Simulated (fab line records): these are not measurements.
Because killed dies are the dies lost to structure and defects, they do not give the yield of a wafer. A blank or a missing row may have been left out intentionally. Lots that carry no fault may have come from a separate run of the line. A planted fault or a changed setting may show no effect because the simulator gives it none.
fab line records	flow sky130
record lots=24	wafers=72	last-day=51
route steps=708 shown LI_CONTACT@375 LOCAL_INTERCONNECT@389 METAL1@450 METAL2@484 CAP2M@606
lots that met no fault: from a run of the same line without faults
start-h: hours from the record's opening day to when the first of the lot's shown wafers began	wait-h: hours elapsed since this lot's preceding step	" the same as in the row above	L1.1+2: several wafers, shown together as one row	- no value, or no start was given	* or withheld: withheld	< > ~ a bound
route shown NAME@n: NAME is a module with steps in the file, n the number in the route of the first one	usual: the fault-free wafers' mean and standard deviation	same: alike in all rows	chamber/n: place in a boat	sites: each site's reading	_std_site: standard deviation across them	_edge_site: inner sites' mean taken away from outer sites' mean	radius-mm: for every site, how far away it sits from the centre of the wafer	mask NAME#n: copy n	behind: the last tool/chamber to shape the wafer	hold: what put the lot on hold/how long, in hours/how the hold closed	device: the transistor (n, p or np) that didn't switch	end of line: tests of these same wafers at the route's end	a step without rows: its recipe alone	killed: not the wafer's yield, but the dies lost to structure and defects at the first sort	map: per-die view of a wafer (x killed, . not killed, _ where there is no die)
set.NAME: the setting as run; set.NAME@STEP: as run at that earlier step	model.NAME: the simulator's own value behind a step, which no gauge read
steps of the route over a sample of lots; a table a step, a row a wafer
services: from which hour (start-h, from the record's first day; less than 0 if before it) a tool's chamber was out of use, for how many hours, and why
## steps
# step SKY_LI_CONTACT_OVL_MEAS_13
# usual LI_CONTACT_OVL=0/5.3
lot.wafer	tool	chamber	start-h	wait-h	LI_CONTACT_OVL[nm]
L074.2	overlay-01	-	710.30	0.1	3
L074.3	"	-	"	"	-2
L074.4	"	-	"	"	1
L075.3	overlay-01	-	713.14	0.1	-3
L075.4	"	-	"	"	0
L075.6	"	-	"	"	-8
L077.1	overlay-01	-	724.30	0.1	2
L077.2	"	-	"	"	-7
L077.3	"	-	"	"	-5
L076.2	overlay-02	-	727.75	0.1	2
L076.5	"	-	"	"	3
L076.6	"	-	"	"	-2
L078.1	overlay-02	-	733.40	0.1	-1
L078.4	"	-	"	"	2
L078.5	"	-	"	"	1
L079.1	overlay-02	-	744.53	0.1	9
L079.5	"	-	"	"	0
L079.6	"	-	"	"	6
L080.3	overlay-02	-	754.30	0.1	4
L080.4	"	-	"	"	8
L080.6	"	-	"	"	7
L081.1	overlay-01	-	759.86	0.1	-1
L081.4	"	-	"	"	4
L081.6	"	-	"	"	5
L082.1	overlay-01	-	764.63	0.1	-5
L082.2	"	-	"	"	-6
L082.6	"	-	"	"	-2
L083.1	overlay-02	-	775.85	0.1	-5
L083.2	"	-	"	"	-3
L083.6	"	-	"	"	-3
L084.2	overlay-02	-	785.45	0.1	-5
L084.3	"	-	"	"	-8
L084.4	"	-	"	"	-10
L085.2	overlay-01	-	792.93	0.1	0
L085.3	"	-	"	"	1
L085.5	"	-	"	"	-3
L086.4	overlay-01	-	805.56	0.1	-4
L086.5	"	-	"	"	-1
L086.6	"	-	"	"	-5
L087.1	overlay-02	-	812.45	0.1	-3
L087.4	"	-	"	"	-5
L087.5	"	-	"	"	0
L088.1	overlay-01	-	819.19	0.1	-2
L088.3	"	-	"	"	4
L088.4	"	-	"	"	6
L089.1	overlay-02	-	822.50	0.1	-1
L089.5	"	-	"	"	-5
L089.6	"	-	"	"	-6
L090.3	overlay-01	-	826.17	0.1	-7
L090.4	"	-	"	"	-5
L090.5	"	-	"	"	-3
L091.2	overlay-02	-	831.58	0.1	10
L091.3	"	-	"	"	4
L091.5	"	-	"	"	-1
L092.1	overlay-02	-	843.23	0.1	12
L092.2	"	-	"	"	8
L092.6	"	-	"	"	11
L093.1	overlay-01	-	846.95	0.1	2
L093.5	"	-	"	"	6
L093.6	"	-	"	"	9
L094.2	overlay-01	-	850.80	0.1	0
L094.4	"	-	"	"	0
L094.5	"	-	"	"	-4
L096.1	overlay-01	-	862.34	0.1	-7
L096.2	"	-	"	"	-5
L096.5	"	-	"	"	2
L095.1	overlay-02	-	866.98	0.1	0
L095.2	"	-	"	"	0
L095.4	"	-	"	"	-5
L097.1	overlay-02	-	870.55	0.1	11
L097.2	"	-	"	"	3
L097.4	"	-	"	"	4
# step SKY_LI_CONTACT_SPUTTER_19
# recipe material=Ti	target-thk-nm=20	chamber-pressure-pa=5	power-w=2500	substrate-temp-c=200	time-s=106.37
# usual throttle-valve-pct=30.0/0.94
lot.wafer	tool	chamber	start-h	wait-h	throttle-valve-pct
L074.2	pvd-sputter-04	-	710.75	0.0	30.1
L074.3	"	-	"	"	29.7
L074.4	"	-	"	"	30.9
L075.3	pvd-sputter-04	-	713.58	0.0	30.1
L075.4	"	-	"	"	31.4
L075.6	"	-	"	"	31.3
L077.1	pvd-sputter-01	-	724.76	0.0	30.7
L077.2	"	-	"	"	30.0
L077.3	"	-	"	"	28.6
L076.2	pvd-sputter-01	-	728.20	0.0	30.7
L076.5	"	-	"	"	30.1
L076.6	"	-	"	"	31.1
L078.1	pvd-sputter-04	-	733.86	0.0	30.2
L078.4	"	-	"	"	30.9
L078.5	"	-	"	"	29.8
L079.1	pvd-sputter-02	-	745.02	0.0	30.7
L079.5	"	-	"	"	30.1
L079.6	"	-	"	"	30.8
L080.3	pvd-sputter-01	-	754.75	0.0	30.7
L080.4	"	-	"	"	30.0
L080.6	"	-	"	"	28.2
L081.1	pvd-sputter-01	-	760.32	0.0	28.4
L081.4	"	-	"	"	30.0
L081.6	"	-	"	"	29.9
L082.1	pvd-sputter-04	-	765.10	0.0	31.6
L082.2	"	-	"	"	29.4
L082.6	"	-	"	"	31.5
L083.1	pvd-sputter-01	-	776.31	0.0	30.9
L083.2	"	-	"	"	29.8
L083.6	"	-	"	"	28.1
L084.2	pvd-sputter-01	-	785.90	0.0	30.0
L084.3	"	-	"	"	30.6
L084.4	"	-	"	"	29.8
L085.2	pvd-sputter-01	-	793.40	0.0	28.4
L085.3	"	-	"	"	30.8
L085.5	"	-	"	"	28.5
L086.4	pvd-sputter-01	-	806.00	0.0	30.7
L086.5	"	-	"	"	30.6
L086.6	"	-	"	"	28.3
L087.1	pvd-sputter-01	-	812.91	0.0	31.0
L087.4	"	-	"	"	29.9
L087.5	"	-	"	"	29.9
L088.1	pvd-sputter-01	-	819.65	0.0	30.0
L088.3	"	-	"	"	30.8
L088.4	"	-	"	"	29.8
L089.1	pvd-sputter-04	-	822.96	0.0	30.1
L089.5	"	-	"	"	30.1
L089.6	"	-	"	"	31.3
L090.3	pvd-sputter-01	-	826.63	0.0	28.4
L090.4	"	-	"	"	31.0
L090.5	"	-	"	"	28.1
L091.2	pvd-sputter-04	-	832.11	0.0	30.9
L091.3	"	-	"	"	29.4
L091.5	"	-	"	"	31.3
L092.1	pvd-sputter-04	-	843.70	0.0	30.6
L092.2	"	-	"	"	31.3
L092.6	"	-	"	"	29.3
L093.1	pvd-sputter-04	-	847.43	0.0	30.0
L093.5	"	-	"	"	31.3
L093.6	"	-	"	"	30.0
L094.2	pvd-sputter-02	-	851.25	0.0	30.8
L094.4	"	-	"	"	30.3
L094.5	"	-	"	"	28.4
L096.1	pvd-sputter-02	-	862.80	0.0	30.9
L096.2	"	-	"	"	29.8
L096.5	"	-	"	"	29.9
L095.1	pvd-sputter-04	-	867.45	0.0	29.3
L095.2	"	-	"	"	29.9
L095.4	"	-	"	"	30.9
L097.1	pvd-sputter-02	-	871.03	0.0	30.9
L097.2	"	-	"	"	30.1
L097.4	"	-	"	"	28.6
# step SKY_LOCAL_INTERCONNECT_THK_MEAS_02
# recipe thk-meas-gauge=xrf	reads=TiN_of_LOCAL_INTERCONNECT_SPUTTER_00
# usual LOCAL_INTERCONNECT_TIN_THK=99.8/1.2
lot.wafer	tool	chamber	start-h	wait-h	LOCAL_INTERCONNECT_TIN_THK[nm]
L074.2	film-metro-02	-	711.69	0.1	98.8
L074.3	"	-	"	"	99.7
L074.4	"	-	"	"	101.3
L075.3	film-metro-01	-	714.53	0.1	102.2
L075.4	"	-	"	"	99.5
L075.6	"	-	"	"	100.8
L077.1	film-metro-04	-	725.69	0.1	99.0
L077.2	"	-	"	"	99.9
L077.3	"	-	"	"	98.2
L076.2	film-metro-02	-	731.25	0.1	100.7
L076.5	"	-	"	"	98.2
L076.6	"	-	"	"	98.6
L078.1	film-metro-04	-	734.79	0.1	100.5
L078.4	"	-	"	"	100.1
L078.5	"	-	"	"	100.6
L079.1	film-metro-04	-	746.10	0.1	99.2
L079.5	"	-	"	"	99.4
L079.6	"	-	"	"	100.4
L080.3	film-metro-04	-	755.70	0.1	101.1
L080.4	"	-	"	"	100.8
L080.6	"	-	"	"	100.6
L081.1	film-metro-02	-	761.49	0.1	99.4
L081.4	"	-	"	"	99.0
L081.6	"	-	"	"	97.9
L082.1	film-metro-02	-	766.21	0.1	98.1
L082.2	"	-	"	"	99.0
L082.6	"	-	"	"	97.5
L083.1	film-metro-01	-	777.36	0.1	103.1
L083.2	"	-	"	"	101.9
L083.6	"	-	"	"	102.3
L084.2	film-metro-04	-	786.86	0.1	98.4
L084.3	"	-	"	"	98.8
L084.4	"	-	"	"	98.3
L085.2	film-metro-02	-	794.34	0.1	99.7
L085.3	"	-	"	"	99.8
L085.5	"	-	"	"	100.3
L086.4	film-metro-01	-	806.96	0.1	100.3
L086.5	"	-	"	"	100.4
L086.6	"	-	"	"	100.9
L087.1	film-metro-04	-	813.96	0.1	101.2
L087.4	"	-	"	"	101.7
L087.5	"	-	"	"	101.7
L088.1	film-metro-01	-	820.58	0.1	101.5
L088.3	"	-	"	"	101.7
L088.4	"	-	"	"	100.0
L089.1	film-metro-01	-	824.03	0.1	101.0
L089.5	"	-	"	"	100.4
L089.6	"	-	"	"	100.2
L090.3	film-metro-04	-	827.57	0.1	101.5
L090.4	"	-	"	"	101.4
L090.5	"	-	"	"	101.2
L091.2	film-metro-04	-	833.20	0.1	100.2
L091.3	"	-	"	"	100.1
L091.5	"	-	"	"	99.2
L092.1	film-metro-04	-	844.74	0.1	99.6
L092.2	"	-	"	"	100.2
L092.6	"	-	"	"	99.1
L093.1	film-metro-01	-	848.77	0.1	98.9
L093.5	"	-	"	"	99.2
L093.6	"	-	"	"	101.0
L094.2	film-metro-04	-	852.19	0.1	99.0
L094.4	"	-	"	"	98.7
L094.5	"	-	"	"	99.2
L096.1	film-metro-04	-	863.73	0.1	98.4
L096.2	"	-	"	"	100.8
L096.5	"	-	"	"	99.2
L095.1	film-metro-02	-	868.38	0.1	98.7
L095.2	"	-	"	"	98.4
L095.4	"	-	"	"	97.9
L097.1	film-metro-04	-	871.95	0.1	100.0
L097.2	"	-	"	"	99.9
L097.4	"	-	"	"	98.8
# step SKY_METAL1_OVL_MEAS_16
# usual METAL1_OVL=-1/6.7
lot.wafer	tool	chamber	start-h	wait-h	METAL1_OVL[nm]
L074.2	overlay-01	-	798.30	0.1	-5
L074.3	"	-	"	"	-5
L074.4	"	-	"	"	-5
L075.3	overlay-01	-	800.30	0.1	-5
L075.4	"	-	"	"	-7
L075.6	"	-	"	"	-7
L077.1	overlay-02	-	812.80	0.1	12
L077.2	"	-	"	"	-1
L077.3	"	-	"	"	12
L076.2	overlay-01	-	817.41	0.1	7
L076.5	"	-	"	"	12
L076.6	"	-	"	"	10
L078.1	overlay-02	-	821.55	0.1	-5
L078.4	"	-	"	"	-10
L078.5	"	-	"	"	-16
L079.1	overlay-01	-	830.70	0.1	-2
L079.5	"	-	"	"	-3
L079.6	"	-	"	"	-6
L080.3	overlay-01	-	841.27	0.1	-9
L080.4	"	-	"	"	0
L080.6	"	-	"	"	-9
L081.1	overlay-01	-	846.30	0.1	0
L081.4	"	-	"	"	1
L081.6	"	-	"	"	5
L082.1	overlay-02	-	850.95	0.1	-6
L082.2	"	-	"	"	-1
L082.6	"	-	"	"	1
L083.1	overlay-01	-	861.55	0.1	6
L083.2	"	-	"	"	4
L083.6	"	-	"	"	0
L084.2	overlay-02	-	869.50	0.1	-3
L084.3	"	-	"	"	7
L084.4	"	-	"	"	-5
L085.2	overlay-01	-	877.16	0.1	17
L085.3	"	-	"	"	11
L085.5	"	-	"	"	10
L086.4	overlay-02	-	890.72	0.1	9
L086.5	"	-	"	"	-4
L086.6	"	-	"	"	-3
L087.1	overlay-01	-	896.14	0.1	-1
L087.4	"	-	"	"	-9
L087.5	"	-	"	"	1
L088.1	overlay-01	-	904.40	0.1	-1
L088.3	"	-	"	"	1
L088.4	"	-	"	"	-6
L089.1	overlay-02	-	908.29	0.1	-6
L089.5	"	-	"	"	-8
L089.6	"	-	"	"	5
L090.3	overlay-01	-	909.22	0.1	-9
L090.4	"	-	"	"	-12
L090.5	"	-	"	"	-12
L091.2	overlay-02	-	915.35	0.1	6
L091.3	"	-	"	"	-7
L091.5	"	-	"	"	-8
L092.1	overlay-01	-	926.05	0.1	1
L092.2	"	-	"	"	-3
L092.6	"	-	"	"	-5
L093.1	overlay-02	-	930.25	0.1	1
L093.5	"	-	"	"	5
L093.6	"	-	"	"	-1
L094.2	overlay-01	-	933.75	0.1	-17
L094.4	"	-	"	"	-16
L094.5	"	-	"	"	-7
L096.1	overlay-01	-	943.19	0.1	3
L096.2	"	-	"	"	-1
L096.5	"	-	"	"	3
L095.1	overlay-01	-	948.09	0.1	1
L095.2	"	-	"	"	0
L095.4	"	-	"	"	0
L097.1	overlay-02	-	953.05	0.1	2
L097.2	"	-	"	"	3
L097.4	"	-	"	"	3
# step SKY_METAL2_SPUTTER_01
# recipe material=TiN	target-thk-nm=20	power-w=6500	time-s=16.7	chamber-pressure-pa=0.4
# usual throttle-valve-pct=30.1/0.71
lot.wafer	tool	chamber	start-h	wait-h	throttle-valve-pct
L074.2	pvd-sputter-03	-	828.24	0.0	29.5
L074.3	"	-	"	"	29.3
L074.4	"	-	"	"	30.7
L075.3	pvd-sputter-03	-	829.86	0.0	30.4
L075.4	"	-	"	"	29.3
L075.6	"	-	"	"	29.8
L077.1	pvd-sputter-02	-	842.28	0.0	30.0
L077.2	"	-	"	"	30.7
L077.3	"	-	"	"	30.2
L076.2	pvd-sputter-02	-	847.25	0.0	30.2
L076.5	"	-	"	"	30.4
L076.6	"	-	"	"	30.2
L078.1	pvd-sputter-03	-	851.30	0.0	30.5
L078.4	"	-	"	"	29.7
L078.5	"	-	"	"	30.5
L079.1	pvd-sputter-04	-	860.55	0.0	31.0
L079.5	"	-	"	"	31.2
L079.6	"	-	"	"	29.2
L080.3	pvd-sputter-03	-	870.79	0.0	30.5
L080.4	"	-	"	"	30.4
L080.6	"	-	"	"	29.4
L081.1	pvd-sputter-04	-	876.00	0.0	30.0
L081.4	"	-	"	"	29.1
L081.6	"	-	"	"	31.4
L082.1	pvd-sputter-04	-	880.75	0.0	29.3
L082.2	"	-	"	"	31.2
L082.6	"	-	"	"	29.9
L083.1	pvd-sputter-02	-	891.88	0.0	30.7
L083.2	"	-	"	"	30.1
L083.6	"	-	"	"	28.2
L084.2	pvd-sputter-02	-	898.52	0.0	28.2
L084.3	"	-	"	"	30.3
L084.4	"	-	"	"	30.5
L085.2	pvd-sputter-04	-	906.53	0.0	30.8
L085.3	"	-	"	"	30.1
L085.5	"	-	"	"	29.9
L086.4	pvd-sputter-03	-	920.00	0.0	29.7
L086.5	"	-	"	"	30.6
L086.6	"	-	"	"	29.3
L087.1	pvd-sputter-03	-	925.64	0.0	30.5
L087.4	"	-	"	"	30.4
L087.5	"	-	"	"	30.1
L088.1	pvd-sputter-04	-	933.45	0.0	30.0
L088.3	"	-	"	"	29.1
L088.4	"	-	"	"	31.3
L089.1	pvd-sputter-03	-	937.16	0.0	30.7
L089.5	"	-	"	"	30.5
L089.6	"	-	"	"	29.0
L090.3	pvd-sputter-02	-	938.32	0.0	30.1
L090.4	"	-	"	"	29.9
L090.5	"	-	"	"	30.6
L091.2	pvd-sputter-04	-	943.62	0.0	30.6
L091.3	"	-	"	"	29.3
L091.5	"	-	"	"	29.9
L092.1	pvd-sputter-03	-	954.01	0.0	29.3
L092.2	"	-	"	"	29.7
L092.6	"	-	"	"	29.6
L093.1	pvd-sputter-03	-	958.83	0.0	29.3
L093.5	"	-	"	"	30.3
L093.6	"	-	"	"	30.2
L094.2	pvd-sputter-03	-	961.24	0.0	29.5
L094.4	"	-	"	"	29.7
L094.5	"	-	"	"	30.3
L096.1	pvd-sputter-02	-	970.45	0.0	29.9
L096.2	"	-	"	"	30.1
L096.5	"	-	"	"	30.0
L095.1	pvd-sputter-03	-	976.18	0.0	29.3
L095.2	"	-	"	"	30.5
L095.4	"	-	"	"	30.5
L097.1	pvd-sputter-04	-	980.52	0.0	30.7
L097.2	"	-	"	"	30.3
L097.4	"	-	"	"	31.4
# step SKY_CAP2M_RS_MEAS_03
# recipe thk-meas-gauge=four-point-probe	reads=TiN_of_CAP2M_SPUTTER_02
# usual CAP2M_TIN_RS=6.88/0.076
lot.wafer	tool	chamber	start-h	wait-h	CAP2M_TIN_RS[ohm/sq]
L074.2	film-metro-02	-	965.03	0.1	6.81
L074.3	"	-	"	"	6.78
L074.4	"	-	"	"	6.83
L075.3	film-metro-02	-	967.43	0.1	6.85
L075.4	"	-	"	"	6.95
L075.6	"	-	"	"	6.88
L077.1	film-metro-01	-	978.38	0.1	6.92
L077.2	"	-	"	"	6.75
L077.3	"	-	"	"	6.79
L076.2	film-metro-01	-	981.92	0.1	6.91
L076.5	"	-	"	"	6.95
L076.6	"	-	"	"	6.95
L078.1	film-metro-04	-	986.11	0.1	6.94
L078.4	"	-	"	"	7.03
L078.5	"	-	"	"	6.99
L079.1	film-metro-01	-	994.31	0.1	6.91
L079.5	"	-	"	"	6.87
L079.6	"	-	"	"	6.94
L080.3	film-metro-02	-	1003.64	0.1	6.96
L080.4	"	-	"	"	6.91
L080.6	"	-	"	"	6.89
L081.1	film-metro-02	-	1006.74	0.1	6.95
L081.4	"	-	"	"	6.85
L081.6	"	-	"	"	6.98
L082.1	film-metro-02	-	1010.58	0.1	6.95
L082.2	"	-	"	"	6.95
L082.6	"	-	"	"	6.90
L083.1	film-metro-01	-	1019.94	0.1	6.95
L083.2	"	-	"	"	6.87
L083.6	"	-	"	"	6.88
L084.2	film-metro-01	-	1025.23	0.1	7.01
L084.3	"	-	"	"	7.01
L084.4	"	-	"	"	7.10
L085.2	film-metro-01	-	1031.31	0.1	6.84
L085.3	"	-	"	"	6.89
L085.5	"	-	"	"	6.89
L086.4	film-metro-02	-	1040.88	0.1	6.85
L086.5	"	-	"	"	6.85
L086.6	"	-	"	"	6.92
L087.1	film-metro-04	-	1046.03	0.1	6.92
L087.4	"	-	"	"	6.89
L087.5	"	-	"	"	6.93
L088.1	film-metro-04	-	1052.56	0.1	6.98
L088.3	"	-	"	"	6.99
L088.4	"	-	"	"	6.92
L089.1	film-metro-01	-	1058.25	0.1	6.93
L089.5	"	-	"	"	7.01
L089.6	"	-	"	"	6.98
L090.3	film-metro-02	-	1059.23	0.1	6.92
L090.4	"	-	"	"	6.83
L090.5	"	-	"	"	6.86
L091.2	film-metro-04	-	1062.43	0.1	6.81
L091.3	"	-	"	"	6.77
L091.5	"	-	"	"	6.75
L092.1	film-metro-04	-	1072.44	0.1	6.81
L092.2	"	-	"	"	6.86
L092.6	"	-	"	"	6.85
L093.1	film-metro-01	-	1078.28	0.1	6.85
L093.5	"	-	"	"	6.90
L093.6	"	-	"	"	6.90
L094.2	film-metro-04	-	1079.95	0.1	6.81
L094.4	"	-	"	"	6.78
L094.5	"	-	"	"	6.84
L096.1	film-metro-04	-	1086.42	0.1	6.81
L096.2	"	-	"	"	6.81
L096.5	"	-	"	"	6.79
L095.1	film-metro-04	-	1091.24	0.1	6.79
L095.2	"	-	"	"	6.78
L095.4	"	-	"	"	6.77
L097.1	film-metro-04	-	1094.24	0.1	6.76
L097.2	"	-	"	"	6.78
L097.4	"	-	"	"	6.80
## services
tool	chamber	start-h	hours	kind
pvd-sputter-01	2	707.06	-	consumable-replace:kit
pvd-sputter-01	2	707.06	18.0	scheduled-down
pvd-sputter-01	2	707.06	18.0	vent-cycle
pvd-sputter-03	-	708.33	0.7	repair
pvd-sputter-01	-	708.48	3.5	repair
pvd-sputter-02	-	717.52	1.2	repair
pvd-sputter-04	-	736.03	3.5	repair
pvd-sputter-02	-	771.87	1.2	repair
pvd-sputter-01	-	782.79	2.8	repair
pvd-sputter-04	0	828.41	-	consumable-replace:kit
pvd-sputter-04	0	828.41	18.0	scheduled-down
pvd-sputter-04	0	828.41	18.0	vent-cycle
pvd-sputter-03	0	829.98	-	consumable-replace:kit
pvd-sputter-03	0	829.98	18.0	scheduled-down
pvd-sputter-03	0	829.98	18.0	vent-cycle
pvd-sputter-02	3	832.59	-	consumable-replace:kit
pvd-sputter-02	3	832.59	18.0	scheduled-down
pvd-sputter-04	-	851.03	2.2	repair
pvd-sputter-03	-	858.97	9.0	repair
pvd-sputter-04	-	883.97	4.0	repair
pvd-sputter-03	-	922.83	1.7	repair
pvd-sputter-02	-	929.69	2.3	repair
pvd-sputter-04	-	945.86	9.6	repair
pvd-sputter-03	-	972.80	3.2	repair
## key
fault none
